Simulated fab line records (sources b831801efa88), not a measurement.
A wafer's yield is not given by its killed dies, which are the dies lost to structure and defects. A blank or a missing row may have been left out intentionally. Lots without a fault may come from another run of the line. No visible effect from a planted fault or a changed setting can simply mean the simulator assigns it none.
8D (eight disciplines) problem report, filled in by code | flow sfq line | the parts of the form that need people (team, actions taken, sign-off) are left out

== 1. WHAT IS WRONG ==
Mean of exposure dose mJ cm2 at SFQ_TRILAYER_M1_LITHO_EXPOSE_040: 14.848 across 12 wafers in 4 lots; on wafers with no fault it is 14.399 (standard deviation 0.017). That is +26 standard deviations from the usual mean.
The step: exposes mask M1, target cd 500 nm.
Earliest sighting: wafer L574.1 on krf scanner-01 at day 26 21:10. At this step, 48 wafers from 16 lots have a number in the record. Rule for "out", or "out of limits": more than 4 standard deviations from the usual mean. The rest of the wafers with a number are treated as sound.

== 2. WHAT IT IS AND WHAT IT IS NOT ==
question                    | is                     | is not
which readings at this step | exposure dose mJ cm2   | -
which lots                  | L574, L575, L576, L577 | L561, L562, L563, L564, L565, L566, L567, L568, L569, L571, L572, L573
which wafers of those lots  | all that have a number | -
read on which tools         | krf scanner-01         | krf scanner-02
when                        | from day 26 21:10      | up to then (36 sound wafers)

== 3. SUSPECTS, AND WHAT RULES EACH OUT ==
Counting: a tool at a process step up to the reading stays a suspect if it ran every lot that is out and no sound lot after the first of them.
- krf scanner-01 at SFQ_TRILAYER_M1_LITHO_EXPOSE_040 (exposes mask M1, target cd 500 nm): kept. It processed each lot that is out, first L574 at day 26 21:10, and no sound lot thereafter; up to then, the last sound lot it processed was L573 at day 26 20:10. Its own exposure dose mJ cm2 readings are out on those wafers.
Left after counting: krf scanner-01 at SFQ_TRILAYER_M1_LITHO_EXPOSE_040.

== 4. THE CAUSE (what the simulator had put in) ==
Drift in process parameters on krf scanner-01 at SFQ_TRILAYER_M1_LITHO_EXPOSE_040, starting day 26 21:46. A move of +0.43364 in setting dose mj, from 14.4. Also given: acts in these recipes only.
Counting left only this tool.

== 5. SEQUENCE OF EFFECTS, ordered by route ==
Rows list readings where the struck wafers' mean (over those with a number) sits beyond 3 standard deviations from the usual. Only readings whose record carries a usual standard deviation are examined. hours: median over the lots of the time between each lot's start at the first step of this table that gives one and its start at this step. sigmas: the change, counted in usual standard deviations.
hours | step                             | reading              | usual  | on struck wafers | change | sigmas
0     | SFQ_TRILAYER_M1_LITHO_EXPOSE_040 | exposure dose mJ cm2 | 14.399 | 14.848           | +0.449 | +26
It contains these process steps:
- SFQ_TRILAYER_M1_LITHO_EXPOSE_040: exposes mask M1, target cd 500 nm.

== 6. WHAT WOULD HAVE CAUGHT IT SOONER ==
In this record the first reading out of limits was taken at day 26 21:10.
